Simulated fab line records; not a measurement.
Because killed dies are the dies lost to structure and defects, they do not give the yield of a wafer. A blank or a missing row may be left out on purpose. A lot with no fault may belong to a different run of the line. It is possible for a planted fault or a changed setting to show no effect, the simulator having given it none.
Matching of chambers | flow sky130 | SKY_VIA3_CMP_24 on cmp-02 has 4 sister chambers
The step polishes, stops on SiO2, t overpolish 20 s, target thk 0 nm. 4 wafers are shown with their chamber, then 9 later ones without.

## WAFERS, EACH WITH ITS CHAMBER
wafer  | chamber | motor-current-A (A)
L695.1 | 1       | 10.3
L695.4 | 0       | 10.9
L696.1 | 2       | 12.4
L696.5 | 3       | 11.6

## WAFERS WITH NO CHAMBER GIVEN
wafer  | motor-current-A (A)
L703.1 | 9.7
L703.3 | 10.6
L703.4 | 11.9
L705.1 | 13.5
L705.4 | 10.9
L705.5 | 13.6
L706.2 | 10.8
L706.4 | 10.3
L706.5 | 10.4

## CHAMBER TAKEN BY EACH
wafer  | from the rows above          | in truth
L703.1 | can't be placed: 1 or 0      | 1
L703.3 | can't be placed: 1 or 0 or 3 | 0
L703.4 | can't be placed: 3 or 2 or 0 | 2
L705.1 | can't be placed: 2 or 3      | 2
L705.4 | can't be placed: 0 or 1 or 3 | 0
L705.5 | can't be placed: 2 or 3      | 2
L706.2 | can't be placed: 0 or 1 or 3 | 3
L706.4 | can't be placed: 1 or 0      | 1
L706.5 | can't be placed: 1 or 0 or 3 | 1
Correctly placed: 0 of 9. Not placeable from these rows: 9 (in 9, the candidates include the true chamber). Wrongly placed: 0.
How it was worked out, from the rows above alone: a wafer's distance from a chamber is the root of the sum, over the readings, of the square of ((its reading less the chamber's mean) divided by the reading's scatter). If the next closest chamber is less than 2 further off than the closest, the wafer can't be placed; otherwise it belongs to the closest. The mean given for a chamber averages the wafers shown for that chamber. The scatter: with one shown wafer a chamber, the root of the mean of the squares of how far each hidden wafer lies from its nearest shown one.
